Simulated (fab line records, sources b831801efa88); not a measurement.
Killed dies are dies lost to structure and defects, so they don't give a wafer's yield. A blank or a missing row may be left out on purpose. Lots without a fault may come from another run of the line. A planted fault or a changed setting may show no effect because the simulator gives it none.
A struck lot beside a sound one | flow sky130 | 44 steps out of a route of 708
Sound: wafers L311.3, L311.5, L311.6. Struck: wafers L330.3, L330.4, L330.5. The cause comes at the end.
At each step with rows: each side's tool, then ch and its chambers, then its first start. Under that, the readings that differ: sound wafers | struck wafers | difference of the means | sigmas: that difference in standard deviations of wafers without a fault.
alike: readings whose means differ by less than 2 such deviations, and words and numbers that are the same on both sides. not compared: withheld readings, readings that some wafer has no value for, bounds like >300 that may hide the same value, and numbers for which the record gives no deviation and whose values overlap.
The two part at a step that has a row with sigmas, a row that says differs or no value, or rows on one side only. Numbers that don't overlap but have no deviation are shown without sigmas and don't part them. A reading that every wafer of one side lacks parts them only if that side has two wafers or more.

first, 2 steps without rows for these wafers: SKY_DNWELL_DEVELOP_06 (develop time 60 s); SKY_DNWELL_IMPLANT_07.
SKY_DNWELL_STRIP_08: strips in O2/N2.
  sound on plasma_asher-04 ch 0,1, day 4 02:49; struck on plasma_asher-02 ch 0,1, day 8 10:33
  reading                      | sound             | struck            | difference | sigmas
  strip_time_to_endpoint_s (s) | 37.03 36.98 36.95 | 36.89 36.77 36.84 | -0.15      | -2
  alike: drypump_motor_current_A, oes_product_au
  not compared: rf_hours_counter_h
SKY_DNWELL_TW_MEAS_09:
  sound on film_metro-03, day 4 02:54; struck on film_metro-04, day 8 10:38
  alike: DNWELL_TW
then, 7 steps without rows for these wafers: SKY_PWDE_DEHYDRATE_00 (time 60 s); SKY_PWDE_HMDS_01 (prime time 60 s); SKY_PWDE_COAT_02 (resist thk 3000 nm); SKY_PWDE_SOFTBAKE_03; SKY_PWDE_EXPOSE_04 (exposes mask PWDEM, target cd 840 nm); SKY_PWDE_PEB_05; SKY_PWDE_DEVELOP_06 (develop time 60 s).
SKY_PWDE_OVL_MEAS_07:
  sound on overlay-01, day 4 19:23; struck on overlay-02, day 9 07:16
  alike: PWDE_OVL
SKY_PWDE_IMPLANT_08:
  sound on implanter-02 ch 0, day 4 19:28; struck on implanter-01 ch 0, day 9 07:20
  reading       | sound                       | struck                        | difference | sigmas
  dose_ions_cm2 | 3.596e+12 3.604e+12 3.6e+12 | 3.473e+12 3.473e+12 3.471e+12 | -1.277e+11 | -32
SKY_PWDE_STRIP_09: strips in O2/N2.
  sound on plasma_asher-04 ch 0,1, day 4 19:35; struck on plasma_asher-04 ch 0,1, day 9 07:29
  alike: drypump_motor_current_A, oes_product_au, strip_time_to_endpoint_s
  not compared: rf_hours_counter_h
SKY_PWDE_TW_MEAS_10:
  sound on film_metro-04, day 4 19:41; struck on film_metro-03, day 9 07:34
  alike: PWDE_TW
then, 7 steps without rows for these wafers: SKY_NWELL_DEHYDRATE_03 (time 57.57 s); SKY_NWELL_HMDS_04 (prime time 60 s); SKY_NWELL_COAT_05 (resist thk 3000 nm); SKY_NWELL_SOFTBAKE_06; SKY_NWELL_EXPOSE_07 (exposes mask NWM, target cd 840 nm); SKY_NWELL_PEB_08; SKY_NWELL_DEVELOP_09 (develop time 60 s).
SKY_NWELL_OVL_MEAS_10:
  sound on overlay-02, day 5 12:50; struck on overlay-02, day 10 05:38
  alike: NWELL_00_OVL
then, 3 steps without rows for these wafers: SKY_NWELL_IMPLANT_11; SKY_NWELL_IMPLANT_12; SKY_NWELL_IMPLANT_13.
SKY_NWELL_STRIP_14: strips in O2/N2.
  sound on plasma_asher-01 ch 0,1, day 5 13:20; struck on plasma_asher-03 ch 0,1, day 10 06:09
  alike: drypump_motor_current_A, oes_product_au, strip_time_to_endpoint_s
  not compared: rf_hours_counter_h
SKY_NWELL_TW_MEAS_15:
  sound on film_metro-02, day 5 13:25; struck on film_metro-03, day 10 06:14
  reading  | sound          | struck         | difference | sigmas
  NWELL_TW | 1789 1790 1799 | 1845 1845 1838 | +50        | +3
then, 7 steps without rows for these wafers: SKY_NWELL_DEHYDRATE_16 (time 60 s); SKY_NWELL_HMDS_17 (prime time 60 s); SKY_NWELL_COAT_18 (resist thk 3000 nm); SKY_NWELL_SOFTBAKE_19; SKY_NWELL_EXPOSE_20 (exposes mask NWM COMPLEMENT, target cd 840 nm); SKY_NWELL_PEB_21; SKY_NWELL_DEVELOP_22 (develop time 60 s).
SKY_NWELL_OVL_MEAS_23:
  sound on overlay-02, day 6 07:14; struck on overlay-02, day 11 04:38
  alike: NWELL_01_OVL
then, 1 step without rows for these wafers: SKY_NWELL_IMPLANT_24.
SKY_NWELL_STRIP_25: strips in O2/N2.
  sound on plasma_asher-03 ch 0,1, day 6 07:26; struck on plasma_asher-01 ch 0,1, day 11 04:50
  alike: drypump_motor_current_A, oes_product_au, strip_time_to_endpoint_s
  not compared: rf_hours_counter_h
SKY_NWELL_TW_MEAS_26:
  sound on film_metro-03, day 6 07:31; struck on film_metro-02, day 11 04:55
  alike: NWELL_2_TW
then, 1 step without rows for these wafers: SKY_NWELL_CLEAN_27 (cleans in SC1/SC2, time 150 s).
SKY_NWELL_RTA_28: time 30 s.
  sound on rtp_anneal-01 ch 0, day 6 07:39; struck on rtp_anneal-02 ch 0, day 11 05:03
  alike: lamp_power_pct, wafer_temp_C_max
SKY_NWELL_RS_MEAS_29: measures by four-point-probe.
  sound on film_metro-02, day 6 07:45; struck on film_metro-02, day 11 05:10
  alike: NWELL_RS
SKY_NWELL_RS_MEAS_31: measures by four-point-probe.
  sound on film_metro-02, day 6 07:59; struck on film_metro-02, day 11 05:24
  reading          | sound          | struck         | difference | sigmas
  PWDE_RS (ohm/sq) | 5262 5279 5283 | 5433 5426 5434 | +156       | +9
-- the record jumps here: 40 days lie between the struck wafers' starts before and after (it left off in module NWELL and takes up again in module PAD_OPEN, whose first step shown is number 708 of the route) --
SKY_PAD_OPEN_PROBE_99:
  sound on prober-01, day 46 13:17; struck on prober-01, day 50 22:16
  reading                                   | sound          | struck         | difference | sigmas
  killed_at_M0_to_M3                        | 26 35 47       | 49 53 49       | +14        | +2
  killed_at_other                           | 0 0 0          | 1 1 1          | +1         | +2
  model.etest.res_pwde_under_gate.rs_ohm_sq | 6234 6265 6295 | 6493 6427 6519 | +215       |
  alike: killed_at_M4_up, killed_at_contacts, killed_at_front_end, killed_dies, killed_open, killed_short

WHERE THEY PART
First at SKY_DNWELL_STRIP_08; last, within this record, at SKY_PAD_OPEN_PROBE_99.

WHY: what the simulator had put in
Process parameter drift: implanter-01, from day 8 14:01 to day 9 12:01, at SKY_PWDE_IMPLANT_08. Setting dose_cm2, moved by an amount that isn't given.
